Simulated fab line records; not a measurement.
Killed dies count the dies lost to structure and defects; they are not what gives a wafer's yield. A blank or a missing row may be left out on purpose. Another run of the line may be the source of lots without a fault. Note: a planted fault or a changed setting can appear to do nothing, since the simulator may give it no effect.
Which tool did it?    flow sky130    15 lots (43 wafers sampled), 1 step of a 708-step route

== WHAT THE GAUGES SHOWED, per wafer ==
SKY_NWELL_OVL_MEAS_23. Usual: NWELL_01_OVL gives 0.8 nm (standard deviation 1.4).
lot   measured      on          NWELL_01_OVL (nm)  flag
L755  day 5 06:18   overlay-02  -0.1 0.5 -0.3      
L756  day 5 13:18   overlay-01  1.2 2.3 3.2        
L757  day 5 21:38   overlay-02  0.0 0.1 0.8        
L758  day 6 06:52   overlay-01  2.2 2.2            
L759  day 6 09:44   overlay-01  1.1 2.5 0.6        
L762  day 6 23:36   overlay-02  -0.9 -2.1          
L768  day 8 16:17   overlay-01  -0.3 1.7 1.3       
L769  day 8 22:09   overlay-02  -0.1 1.0 0.7       
L772  day 9 13:46   overlay-01  -0.1 2.7 -0.3      
L773  day 10 01:07  overlay-02  2.0 2.7 1.6        
L774  day 10 08:27  overlay-02  -1.5 0.8 2.5       
L775  day 10 13:50  overlay-02  0.1 1.7 0.1        
L776  day 10 16:24  overlay-02  3.1 1.9 0.4        
L777  day 10 20:32  overlay-01  1.3 -0.8 0.3       
L778  day 11 03:02  overlay-01  -0.4 -0.4 -1.1     

== WHICH TOOL RAN EACH LOT (tool, then ch and the chambers of the sampled wafers, then the start) ==
No process step before these readings appears in the record.

== AS READ BY THE TOOLS THEMSELVES (means over the sampled wafers that have a number; for cases with no such wafer, the mark the record gives instead) ==
The record holds no such reading with a usual standard deviation.

== THE ANSWER, worked out from the rows above alone ==
Rule: a lot counts as off when the mean over its wafers that have a number is more than 3 standard deviations away from the usual mean. A lot without any number at a reading at which 4 lots or more have one is off too. Any other lot the step has rows for is counted as sound. After the gauges, taken in route order, come the tools' own readings; for these a lot's mean is taken, as printed above. At the first step where some lot is off, the reading lying furthest off is the one used; lots without a number count as furthest.
Nothing can be told from this: no lot is off at any reading shown.

== WHAT THE SIMULATOR PUT IN ==
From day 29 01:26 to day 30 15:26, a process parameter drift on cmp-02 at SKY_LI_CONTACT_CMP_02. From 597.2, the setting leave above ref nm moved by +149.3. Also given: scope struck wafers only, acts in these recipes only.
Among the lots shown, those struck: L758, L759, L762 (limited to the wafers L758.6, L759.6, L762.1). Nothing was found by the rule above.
